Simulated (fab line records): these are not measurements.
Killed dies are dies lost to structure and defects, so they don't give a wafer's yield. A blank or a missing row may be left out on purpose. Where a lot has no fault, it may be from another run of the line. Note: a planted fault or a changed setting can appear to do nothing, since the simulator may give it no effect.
A lot that was struck, set against a sound lot | flow sfq line | 26 steps out of a route of 325
Sound: wafers L671.1, L671.4, L671.5. Struck: wafers L677.1, L677.2. (L677.6 of the same lot was not struck and is left out.) The cause comes at the end.
At each step with rows: each side's tool, then ch and its chambers, then its first start. Under that, the readings that differ: sound wafers | struck wafers | difference of the means | sigmas: that difference in standard deviations of wafers without a fault.
alike: readings whose means differ by less than 2 such deviations, and words and numbers that are the same on both sides. not compared: withheld readings, readings that some wafer has no value for, bounds like >300 that may hide the same value, and numbers for which the record gives no deviation and whose values overlap.
A row with sigmas, a row that says differs or no value, or rows on one side alone: a step with any of these is where the two part. Numbers that have no deviation but don't overlap get no sigmas and don't part them. A reading that every wafer of one side lacks parts them only if that side has two wafers or more.

SFQ_L0_RS_MEAS_901: a four-point-probe measurement.
  sound on film metro-04 at day 2 23:34; struck on film metro-01 at day 4 05:34
  alike: L0_MONX_KI_RS
SFQ_L0_THK_MEAS_902: measures by xrf.
  sound on film metro-04 at day 2 23:41; struck on film metro-01 at day 4 05:41
  alike: L0_MONX_KI_THK
then, 6 steps without rows for these wafers: SFQ_TRILAYER_L0_LITHO_COAT_010 (resist thk 62 nm); SFQ_TRILAYER_L0_LITHO_COAT_005 (resist thk 600 nm); SFQ_TRILAYER_L0_LITHO_SOFTBAKE_009; SFQ_TRILAYER_L0_LITHO_EXPOSE_006 (exposes mask L0, target cd 2000 nm); SFQ_TRILAYER_L0_LITHO_PEB_008 (peb time 60 s); SFQ_TRILAYER_L0_LITHO_DEVELOP_007 (time 60 s).
SFQ_TRILAYER_L0_BARC_OPEN_METAL_ETCH_010: etches BARC in O2, target depth 125 nm, time 41.7 s.
  sound on rie metal-02 ch 0,1, day 3 13:13; struck on rie metal-01 ch 0,1, day 4 20:50
  alike: chamber pressure mTorr, drypump motor current A, oes product au
  not compared: rf hours counter h
SFQ_TRILAYER_L0_ETCH_METAL_ETCH_008: etches MoNx KI in SF6/O2, stops on SiO2, target depth 50 nm, time 25 s.
  sound on rie metal-02 ch 0,1, day 3 13:17; struck on rie metal-01 ch 0,1, day 4 20:54
  alike: chamber pressure mTorr, drypump motor current A, oes product au
  not compared: rf hours counter h
SFQ_TRILAYER_L0_STRIP_STRIP_009: strips in O2.
  sound on rie metal-02 ch 0,1, day 3 13:19; struck on rie metal-01 ch 0,1, day 4 20:56
  alike: chamber pressure mTorr, drypump motor current A, oes product au
  not compared: rf hours counter h
then, 1 step without rows for these wafers: SFQ_TRILAYER_L0_STRIP_SOLV_CLEAN_010 (cleans in NMP, time 600 s).
SFQ_TRILAYER_L0_CAP_PECVD_011: deposits SiO2 from SiH4/N2O, time 13.333 s, target thk 60 nm.
  sound on pecvd-02 ch 0,1,2, day 3 14:06; struck on pecvd-02 ch 1,2, day 4 21:43
  reading                                             | sound             | struck      | difference | sigmas
  model.SiO2_of_TRILAYER_L0_CAP_PECVD_011.thk nm (nm) | 59.58 60.09 60.19 | 68.71 69.37 | +9.09      |
  alike: heater power w, throttle valve pct
then, 6 steps without rows for these wafers: SFQ_TRILAYER_L0_VIA_LITHO_COAT_018 (resist thk 62 nm); SFQ_TRILAYER_L0_VIA_LITHO_COAT_013 (resist thk 650 nm); SFQ_TRILAYER_L0_VIA_LITHO_SOFTBAKE_017; SFQ_TRILAYER_L0_VIA_LITHO_EXPOSE_014 (exposes mask L0V, target cd 700 nm); SFQ_TRILAYER_L0_VIA_LITHO_PEB_016 (peb time 60 s); SFQ_TRILAYER_L0_VIA_LITHO_DEVELOP_015 (time 60 s).
-- the record jumps here: 5 days lie between the struck wafers' starts before and after --
SFQ_L0V_OVL_MEAS_903:
  sound on overlay-02 at day 6 13:31; struck on overlay-02 at day 9 19:37
  alike: L0V_OVL
SFQ_TRILAYER_L0_VIA_BARC_OPEN_VIA_ETCH_021: etches BARC in O2, target depth 125 nm, time 41.7 s.
  sound on rie diel-03 ch 1,3, day 6 13:34; struck on rie diel-04 ch 0,2, day 9 19:40
  alike: chamber pressure mTorr, drypump motor current A, oes product au
  not compared: rf hours counter h
SFQ_TRILAYER_L0_VIA_ETCH_VIA_ETCH_016: etches SiO2 in CHF3, stops on MoNx KI, target depth 80 nm.
  sound on rie diel-03 ch 1,3, day 6 13:36; struck on rie diel-04 ch 0,2, day 9 19:41
  reading                         | sound             | struck      | difference | sigmas
  oes product au (a.u.)           | 0.839 0.847 0.849 | 0.910 0.917 | +0.069     | +9
  model.L0V.feature depth nm (nm) | 59.58 60.09 60.19 | 68.71 69.37 | +9.09      |
  model.etch.depth nm (nm)        | 59.58 60.09 60.19 | 68.71 69.37 | +9.09      |
  alike: chamber pressure mTorr, drypump motor current A
SFQ_TRILAYER_L0_VIA_STRIP_STRIP_017: strips in O2.
  sound on rie metal-01 ch 0,1, day 6 13:38; struck on rie metal-04 ch 0,1, day 9 19:44
  alike: chamber pressure mTorr, drypump motor current A, oes product au
  not compared: rf hours counter h
then, 1 step without rows for these wafers: SFQ_TRILAYER_L0_VIA_STRIP_SOLV_CLEAN_018 (cleans in NMP, time 600 s).
SFQ_TRILAYER_M0_DEP_PRE_CLEAN_020: time 15 s.
  sound on pvd sputter-04 at day 6 14:25; struck on pvd sputter-03 at day 9 20:31
  reading                                             | sound             | struck      | difference | sigmas
  model.SiO2_of_TRILAYER_L0_CAP_PECVD_011.thk nm (nm) | 54.58 55.09 55.19 | 63.71 64.37 | +9.09      |
then, 1 step without rows for these wafers: SFQ_TRILAYER_M0_DEP_SPUTTER_019 (material Nb, target thk 200 nm, time 133.3 s).

WHERE THEY PART
At SFQ_TRILAYER_L0_VIA_ETCH_VIA_ETCH_016 and nowhere else, as far as this record goes. Later steps at which nothing parts them and some readings are alike: SFQ_TRILAYER_L0_VIA_STRIP_STRIP_017.

WHY: whatever the simulator had introduced
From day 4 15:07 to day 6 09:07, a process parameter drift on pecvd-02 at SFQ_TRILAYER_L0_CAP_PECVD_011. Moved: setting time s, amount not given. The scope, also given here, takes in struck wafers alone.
